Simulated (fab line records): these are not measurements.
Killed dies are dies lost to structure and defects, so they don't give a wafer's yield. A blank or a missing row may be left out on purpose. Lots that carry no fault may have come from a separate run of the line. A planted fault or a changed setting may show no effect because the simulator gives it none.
Which tool is to blame? -- flow sky130 -- Sampling: 13 lots, 39 wafers, 3 of 708 route steps

## WHAT THE GAUGES READ, wafer by wafer
SKY_CAPM_THK_MEAS_01. Usual: CAPM_CVD_00_THK typically reads 15.48 nm, with standard deviation 0.23.
lot,measured,on,CAPM_CVD_00_THK (nm),flag
L331,day 36 04:01,film-metro-01,15.16 15.39 15.64,
L332,day 36 13:00,film-metro-02,15.26 15.47 15.37,
L333,day 36 20:23,film-metro-03,15.48 15.41 15.76,
L334,day 37 06:39,film-metro-02,15.61 15.81 15.66,
L336,day 37 17:42,film-metro-02,15.27 15.56 15.54,
L337,day 38 04:58,film-metro-03,15.67 15.69 15.90,
L343,day 39 21:09,film-metro-03,15.39 15.60 15.67,
L344,day 40 08:11,film-metro-02,15.02 15.52 15.45,
L345,day 40 17:40,film-metro-02,15.55 15.48 15.78,
L347,day 41 05:38,film-metro-02,15.35 15.57 15.79,
L348,day 41 08:56,film-metro-02,15.60 15.70 15.87,
L351,day 42 11:34,film-metro-02,15.78 15.52 15.85,
L352,day 42 13:37,film-metro-01,15.24 15.35 15.47,

SKY_CAPM_RS_MEAS_03: uses a four-point probe to measure. Usual: CAPM_TIN_RS typically reads 6.93 ohm/sq, with standard deviation 0.068.
lot,measured,on,CAPM_TIN_RS (ohm/sq),flag
L331,day 36 04:11,film-metro-02,6.93 6.88 6.89,
L332,day 36 13:11,film-metro-02,6.86 6.83 6.91,
L333,day 36 20:33,film-metro-01,6.88 6.85 6.85,
L334,day 37 06:49,film-metro-03,7.02 7.10 7.08,
L336,day 37 17:53,film-metro-03,7.01 6.94 6.91,
L337,day 38 05:08,film-metro-01,6.99 6.96 7.01,
L343,day 39 21:20,film-metro-02,6.99 6.93 6.96,
L344,day 40 08:21,film-metro-02,6.88 6.93 6.87,
L345,day 40 17:51,film-metro-01,6.90 6.90 6.84,
L347,day 41 05:49,film-metro-01,7.02 7.00 6.99,
L348,day 41 09:07,film-metro-01,6.75 6.80 6.83,
L351,day 42 11:46,film-metro-01,6.91 6.96 6.91,
L352,day 42 13:48,film-metro-03,6.95 6.86 6.93,

## WHICH TOOL RAN EACH LOT (tool, then ch and the chambers of the sampled wafers, then the start)
lot,SKY_METAL3_SPUTTER_00
L331,"pvd-sputter-04, day 36 03:50"
L332,"pvd-sputter-01, day 36 12:48"
L333,"pvd-sputter-03, day 36 20:12"
L334,"pvd-sputter-01, day 37 06:29"
L336,"pvd-sputter-04, day 37 17:30"
L337,"pvd-sputter-03, day 38 04:47"
L343,"pvd-sputter-04, day 39 20:58"
L344,"pvd-sputter-01, day 40 07:58"
L345,"pvd-sputter-01, day 40 17:28"
L347,"pvd-sputter-01, day 41 05:26"
L348,"pvd-sputter-04, day 41 08:44"
L351,"pvd-sputter-01, day 42 11:22"
L352,"pvd-sputter-04, day 42 13:25"
- SKY_METAL3_SPUTTER_00: material Ti, target thk 15 nm, time 10 s.

## WHAT THE TOOLS THEMSELVES READ (means of the sampled wafers that have a number; where no wafer has one, the mark that the record gives instead)
SKY_METAL3_SPUTTER_00. Usual: cathode-dc-power-W 3000.0 W, standard deviation 0.58; throttle-valve-pct 30.2 %, standard deviation 1.2.
lot,tool,cathode-dc-power-W (W),throttle-valve-pct (%),flag
L331,pvd-sputter-04,2999.9,29.7,
L332,pvd-sputter-01,2999.9,31.2,
L333,pvd-sputter-03,3000.1,30.0,
L334,pvd-sputter-01,3000.4,30.6,
L336,pvd-sputter-04,3000.2,30.8,
L337,pvd-sputter-03,2999.9,30.0,
L343,pvd-sputter-04,3000.2,29.3,
L344,pvd-sputter-01,2999.8,31.0,
L345,pvd-sputter-01,3000.1,31.1,
L347,pvd-sputter-01,3000.0,30.5,
L348,pvd-sputter-04,2999.6,30.1,
L351,pvd-sputter-01,2999.6,30.5,
L352,pvd-sputter-04,3000.0,28.5,

## THE ANSWER, worked out from the rows above alone
Rule: take the mean of a lot's wafers that have a number; if it is more than 3 standard deviations from the usual mean, the lot is off. A lot without any number at a reading at which 4 lots or more have one is off too. All remaining lots with rows at the step are treated as sound. First the gauges in route order, then the tools' own readings, where a lot's mean is used as printed above. At the first step where some lot is off, the reading lying furthest off is the one used; lots without a number count as furthest.
Across all readings shown, no lot is off: no conclusion can be drawn from this.

## WHAT THE SIMULATOR HAD PUT IN
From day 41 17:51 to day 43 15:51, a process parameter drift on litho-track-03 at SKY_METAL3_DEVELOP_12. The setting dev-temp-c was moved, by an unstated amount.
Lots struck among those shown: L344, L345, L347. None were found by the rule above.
